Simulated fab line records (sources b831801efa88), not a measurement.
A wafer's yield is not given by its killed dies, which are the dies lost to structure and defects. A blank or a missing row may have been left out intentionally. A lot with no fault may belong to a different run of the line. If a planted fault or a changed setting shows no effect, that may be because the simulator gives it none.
Which tool did it? -- flow gf180mcu -- 6 lots, 18 wafers sampled, at 1 step of a route of 602

## WHAT THE GAUGES READ, wafer by wafer
GF_V4_THK_MEAS_01.
lot,measured,on,V4_CVD_00_THK (nm)
L540,day 24 22:34,film_metro-03,599 605 597
L546,day 27 04:28,film_metro-01,593 592 591
L548,day 27 13:36,film_metro-01,592 602 594
L552,day 28 18:04,film_metro-03,582 583 585
L554,day 29 04:37,film_metro-04,595 606 597
L557,day 29 23:59,film_metro-01,600 587 607

## WHAT TOOL EACH LOT RAN ON (gives the tool, then ch and the chambers of the sampled wafers, and finally the start)
No process step before these readings appears in the record.

## THE ANSWER, worked out from the rows above alone
Rule: the lots themselves supply what counts as usual. Put in order of their means at a reading, lots are off if they are a third of the lots or fewer, leave a main group of 4 or more, and stand apart from it by a gap of 3 or more times the standard deviation of the main group's means; of several such gaps the widest counts. The tables above print the reading to a certain number of digits; a main group whose means all agree to those digits is not used. Also off: a lot with no number at a reading for which 4 or more lots have one. Any other lot the step has rows for is counted as sound.
No lot is off on any of the readings shown, so nothing can be concluded from this.

## WHAT THE SIMULATOR HAD INSERTED
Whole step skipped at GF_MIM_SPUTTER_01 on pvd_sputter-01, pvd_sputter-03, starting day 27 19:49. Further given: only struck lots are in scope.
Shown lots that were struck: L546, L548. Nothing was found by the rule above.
